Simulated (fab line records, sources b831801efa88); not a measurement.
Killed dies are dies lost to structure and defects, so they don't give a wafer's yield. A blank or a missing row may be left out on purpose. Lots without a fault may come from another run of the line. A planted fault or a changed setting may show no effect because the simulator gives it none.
One fault seen from 2 desks | flow sky130 | each desk has only its own numbers; what lay behind them comes last

THE TOOL OWNER'S DESK: cvd_w-02
The tool's own readings at SKY_VIA3_CVD_21 (deposits W, target thk 390 nm, time 117.31 s): means of the sampled wafers that have a number, for each lot that ran on this tool. A lot is out of limits, marked OUT, if its mean lies more than 4 standard deviations from the usual mean; the brackets give that distance.
Columns: A = heater_power_w at SKY_VIA3_CVD_21, usual 878 W
lot  | first seen here | A
L925 | day 40 01:03    | 951
L926 | day 40 04:34    | 965
L929 | day 41 05:43    | 969
L931 | day 41 19:14    | 961
L937 | day 43 16:28    | 959
This desk's finding: nothing out of limits on any of the 5 lots.

THE METROLOGY DESK
What the gauges read, lot by lot, whatever tool the lot ran on: means of the sampled wafers that have a number. A lot is out of limits, marked OUT, if its mean lies more than 4 standard deviations from the usual mean; the brackets give that distance.
Columns: A = CONTACT_BOW at SKY_CONTACT_BOW_MEAS_05, usual 81 um; B = VIA3_W_RS at SKY_VIA3_RS_MEAS_22, usual 0.2923 ohm/sq; C = VIA3_W_THK at SKY_VIA3_THK_MEAS_23, usual 388 nm
lot  | first seen here | A  | B                | C
L925 | day 30 19:37    | 87 | 0.2916           | 390
L926 | day 30 22:50    | 81 | 0.2884           | 394
L927 | day 31 13:02    | 87 | 0.2940           | 386
L929 | day 32 03:22    | 86 | 0.2896           | 389
L931 | day 32 19:19    | 85 | 0.2921           | 389
L937 | day 35 00:34    | 79 | 0.3779 (+32) OUT | 328 (-13) OUT
L939 | day 35 12:29    | 82 | 0.2930           | 389
L942 | day 36 08:29    | 83 | 0.2918           | 391
L944 | day 36 23:53    | 76 | 0.2963           | 384
L946 | day 38 00:14    | 78 | 0.2938           | 383
This desk's finding: out of limits on L937; first on L937, day 43 16:37 (VIA3_W_RS at SKY_VIA3_RS_MEAS_22). In limits: L925, L926, L927, L929, L931, L939, L942, L944, L946.

PUT TOGETHER
The metrology desk could have raised an alarm at day 43 16:37, on L937.
The tool owner's desk saw nothing out of limits.
The tool owner's desk has L937 on record, within its limits.
Of the lots named, all ran SKY_VIA3_CVD_21 on cvd_w-02.

WHAT THE SIMULATOR HAD PUT IN
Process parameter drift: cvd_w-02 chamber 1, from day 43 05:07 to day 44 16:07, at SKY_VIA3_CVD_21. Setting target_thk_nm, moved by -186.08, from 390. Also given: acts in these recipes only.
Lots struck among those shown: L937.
Hours from the fault's start to each desk's first reading out of limits: the metrology desk, 11.
